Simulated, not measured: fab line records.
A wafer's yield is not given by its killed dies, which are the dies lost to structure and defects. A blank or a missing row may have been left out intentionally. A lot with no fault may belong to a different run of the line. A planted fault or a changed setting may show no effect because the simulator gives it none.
What tool caused it? :: flow gf180mcu :: Sampling: 6 lots, 18 wafers, 3 of 602 route steps

WHAT THE GAUGES SHOWED, per wafer
GF_HV_LDD_TW_MEAS_38.
lot: L792
measured: day 11 16:45
on: film metro-04
HV_LDD_3_TW: 1445 1448 1439

lot: L794
measured: day 12 12:28
on: film metro-04
HV_LDD_3_TW: 1449 1451 1454

lot: L802
measured: day 15 04:11
on: film metro-02
HV_LDD_3_TW: 1361 1371 1372

lot: L807
measured: day 17 01:33
on: film metro-03
HV_LDD_3_TW: 1454 1453 1458

lot: L812
measured: day 18 19:28
on: film metro-04
HV_LDD_3_TW: 1451 1449 1444

lot: L814
measured: day 19 01:39
on: film metro-03
HV_LDD_3_TW: 1449 1449 1455

WHICH TOOL RAN EACH LOT (tool, then ch and the chambers of the sampled wafers, then the start)
lot: L792
GF_STI_ETCH_13: rie diel-03 ch 0,1,2, day 2 06:17
GF_HV_LDD_IMPLANT_36: implanter-02 ch 0, day 11 16:33

lot: L794
GF_STI_ETCH_13: rie diel-02 ch 1,2,3, day 2 18:12
GF_HV_LDD_IMPLANT_36: implanter-04 ch 0, day 12 12:13

lot: L802
GF_STI_ETCH_13: rie diel-03 ch 1,2,3, day 4 10:34
GF_HV_LDD_IMPLANT_36: implanter-04 ch 0, day 15 03:59

lot: L807
GF_STI_ETCH_13: rie diel-01 ch 0,2,3, day 5 14:33
GF_HV_LDD_IMPLANT_36: implanter-01 ch 0, day 17 01:18

lot: L812
GF_STI_ETCH_13: rie diel-01 ch 0,1, day 6 16:16
GF_HV_LDD_IMPLANT_36: implanter-01 ch 0, day 18 19:13

lot: L814
GF_STI_ETCH_13: rie diel-01 ch 1,2,3, day 7 00:23
GF_HV_LDD_IMPLANT_36: implanter-01 ch 0, day 19 01:24
- GF_STI_ETCH_13: etches the open film in CHF3/O2, stops on Si, target depth 282.31 nm, time 112.9 s.
- GF_HV_LDD_IMPLANT_36

THE ANSWER, worked out from the rows above alone
Rule: usual is defined by the lots themselves. The widest of any qualifying gaps counts: lots, ordered by their means at a reading, are off when they make up no more than a third of the lots, leave a main group of 4 or more, and stand apart from it by 3 or more times the standard deviation of that group's means. A main group whose means are all the same, to the digits that the tables above print for the reading, isn't used. Also off: a lot with no number at a reading for which 4 or more lots have one. The other lots that the step has rows for count as sound.
Off: L802, at GF_HV_LDD_TW_MEAS_38 (HV_LDD_3_TW). For the main group the mean is 1450 and the standard deviation 3.7.
If a tool, at a process step before that reading, ran all the lots that are off and no sound lot after the first of them, it fits. The gauges at GF_HV_LDD_TW_MEAS_38 are tried like those tools. Can't be told from this: 3 tools fit, rie diel-03 at GF_STI_ETCH_13, implanter-04 at GF_HV_LDD_IMPLANT_36, film metro-02 at GF_HV_LDD_TW_MEAS_38.

WHAT THE SIMULATOR HAD INSERTED
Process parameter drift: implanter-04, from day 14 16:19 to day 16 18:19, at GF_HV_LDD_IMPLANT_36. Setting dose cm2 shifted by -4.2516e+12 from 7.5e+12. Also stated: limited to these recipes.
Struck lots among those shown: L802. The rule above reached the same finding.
